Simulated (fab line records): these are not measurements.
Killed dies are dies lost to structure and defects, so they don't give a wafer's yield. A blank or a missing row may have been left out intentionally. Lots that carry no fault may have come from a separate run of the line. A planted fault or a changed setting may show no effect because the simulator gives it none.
The tool behind it: which one? || flow gf180mcu || 21 wafers from 7 lots sampled at 2 of the route's 602 steps

## WHAT THE GAUGES SHOWED, per wafer
GF_MVPSD_OVL_MEAS_07.
{"lot": "L250", "measured": "day 5 06:04", "on": "overlay-02", "MVPSD_OVL (nm)": "-3.0 -1.8 -1.9"}
{"lot": "L252", "measured": "day 5 17:25", "on": "overlay-02", "MVPSD_OVL (nm)": "-3.2 -2.2 -0.3"}
{"lot": "L257", "measured": "day 7 00:25", "on": "overlay-02", "MVPSD_OVL (nm)": "-1.8 -1.9 -2.6"}
{"lot": "L259", "measured": "day 7 12:11", "on": "overlay-01", "MVPSD_OVL (nm)": "-0.7 -1.2 -1.7"}
{"lot": "L265", "measured": "day 9 00:13", "on": "overlay-01", "MVPSD_OVL (nm)": "- - -"}
{"lot": "L268", "measured": "day 9 18:16", "on": "overlay-02", "MVPSD_OVL (nm)": "-0.5 0.3 -0.7"}
{"lot": "L270", "measured": "day 10 04:40", "on": "overlay-02", "MVPSD_OVL (nm)": "-0.7 -0.8 0.9"}

## TOOL THAT RAN EACH LOT (tool first, then ch and the chambers of the sampled wafers, then the start)
{"lot": "L250", "GF_MVPSD_DEVELOP_06": "litho_track-04 ch 0, day 5 05:00"}
{"lot": "L252", "GF_MVPSD_DEVELOP_06": "litho_track-01 ch 0, day 5 17:00"}
{"lot": "L257", "GF_MVPSD_DEVELOP_06": "litho_track-04 ch 0, day 7 00:00"}
{"lot": "L259", "GF_MVPSD_DEVELOP_06": "litho_track-03 ch 0, day 7 12:00"}
{"lot": "L265", "GF_MVPSD_DEVELOP_06": "litho_track-04 ch 0, day 9 00:00"}
{"lot": "L268", "GF_MVPSD_DEVELOP_06": "litho_track-01 ch 0, day 9 18:00"}
{"lot": "L270", "GF_MVPSD_DEVELOP_06": "litho_track-01 ch 0, day 10 04:00"}
- GF_MVPSD_DEVELOP_06: develop time 60 s.

## THE ANSWER, worked out from the rows above alone
Rule: the lots themselves supply what counts as usual. The widest of any qualifying gaps counts: lots, ordered by their means at a reading, are off when they make up no more than a third of the lots, leave a main group of 4 or more, and stand apart from it by 3 or more times the standard deviation of that group's means. If all means in a main group match to the digits the tables above print for the reading, that group is not used. A lot without any number at a reading at which 4 lots or more have one is off too. The other lots that the step has rows for count as sound.
Off: at GF_MVPSD_OVL_MEAS_07 (MVPSD_OVL), L265. Without a number there: L265. For the main group the mean is -1.3 nm and the standard deviation 0.83.
A tool fits if, at a process step before that reading, it ran every lot that is off, and no sound lot after the first of them. The gauges at GF_MVPSD_OVL_MEAS_07 are tried like those tools. Undecided on this evidence; 2 tools fit (litho_track-04 at GF_MVPSD_DEVELOP_06, overlay-01 at GF_MVPSD_OVL_MEAS_07).

## WHAT THE SIMULATOR HAD INSERTED
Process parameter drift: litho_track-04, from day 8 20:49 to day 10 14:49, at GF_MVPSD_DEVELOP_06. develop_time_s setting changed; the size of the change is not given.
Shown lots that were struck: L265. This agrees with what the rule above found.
